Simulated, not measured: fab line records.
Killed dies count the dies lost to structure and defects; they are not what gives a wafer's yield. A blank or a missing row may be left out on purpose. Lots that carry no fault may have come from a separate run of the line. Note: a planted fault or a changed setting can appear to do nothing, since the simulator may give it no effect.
A struck lot beside a sound one    flow sky130    15 steps out of a route of 708
Sound: wafers L144.2, L144.3, L144.6. Wafers L157.1, L157.5, L157.6 were the ones struck. The cause comes at the end.
For every step that has rows: the tool of each side, followed by ch and its chambers, followed by its first start. Under that, the readings that differ: sound wafers    struck wafers    difference of the means    sigmas: that difference in standard deviations of wafers without a fault.
alike: same words and numbers on both sides, and readings whose means sit less than 2 such deviations apart. not compared: any withheld reading, any reading some wafer has no value for, any bound like >300 that may hide the same value, and any number with overlapping values for which the record gives no deviation.
Wherever a step has rows on one side only, a row that says differs or no value, or a row with sigmas, the two part there. Numbers that don't overlap but have no deviation are shown without sigmas and don't part them. Lack of a reading on every wafer of one side parts them only where that side has two or more wafers.

SKY_LI_CONTACT_THK_MEAS_23: measures by xrf.
  sound: film metro-02 at day 31 19:36; struck: film metro-01 at day 35 18:30
  alike: LI_CONTACT_W_THK
SKY_LI_CONTACT_CMP_24: polishes, stops on PSG, t overpolish 20 s, target thk 0 nm.
  sound on cmp-02 ch 0,2,3, day 31 19:42; struck on cmp-01 ch 0,1,3, day 35 18:43
  alike: motor current A, overpolish run s, time to endpoint s
SKY_LOCAL_INTERCONNECT_SPUTTER_00: material TiN, target thk 100 nm, time 83.3 s.
  sound: pvd sputter-02 at day 31 19:57; struck: pvd sputter-02 at day 35 18:52
  alike: cathode dc power W, chamber pressure pa, throttle valve pct
SKY_LOCAL_INTERCONNECT_RS_MEAS_01: a four-point-probe measurement.
  sound: film metro-04 at day 31 20:02; struck: film metro-02 at day 35 18:55
  alike: LOCAL_INTERCONNECT_TIN_RS
SKY_LOCAL_INTERCONNECT_THK_MEAS_02: measures by xrf.
  sound: film metro-04 at day 31 20:09; struck: film metro-02 at day 35 19:02
  alike: LOCAL_INTERCONNECT_TIN_THK
then, 7 steps without rows for these wafers: SKY_LOCAL_INTERCONNECT_DEHYDRATE_03 (time 60 s); SKY_LOCAL_INTERCONNECT_HMDS_04 (prime time 60 s); SKY_LOCAL_INTERCONNECT_COAT_05 (resist thk 60 nm); SKY_LOCAL_INTERCONNECT_COAT_06 (resist thk 450 nm); SKY_LOCAL_INTERCONNECT_SOFTBAKE_07 (time 90 s); SKY_LOCAL_INTERCONNECT_EXPOSE_08 (exposes mask LI1M, target cd 170 nm); SKY_LOCAL_INTERCONNECT_PEB_09.
SKY_LOCAL_INTERCONNECT_DEVELOP_10: develop time 60 s.
  sound on litho track-01 ch 0, day 32 20:00; struck on litho track-01 ch 0, day 36 20:00
reading               sound              struck             difference  sigmas
developer temp C (C)  20.99 20.79 21.16  23.15 23.16 22.91  +2.09       +21
  alike: resist line temp C
SKY_LOCAL_INTERCONNECT_CD_MEAS_11: target cd 170 nm.
  sound: cd sem-01 at day 32 20:41; struck: cd sem-01 at day 36 20:34
  alike: cd nm
next, for these wafers, 1 step has no rows: SKY_PAD_OPEN_PROBE_99.

## WHERE THEY PART
At SKY_LOCAL_INTERCONNECT_DEVELOP_10 and nowhere else, as far as this record goes. Later steps at which nothing parts them and some readings are alike: SKY_LOCAL_INTERCONNECT_CD_MEAS_11.

WHY: the cause the simulator had injected
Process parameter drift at SKY_LOCAL_INTERCONNECT_DEVELOP_10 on litho track-01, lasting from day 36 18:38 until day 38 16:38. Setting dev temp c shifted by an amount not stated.
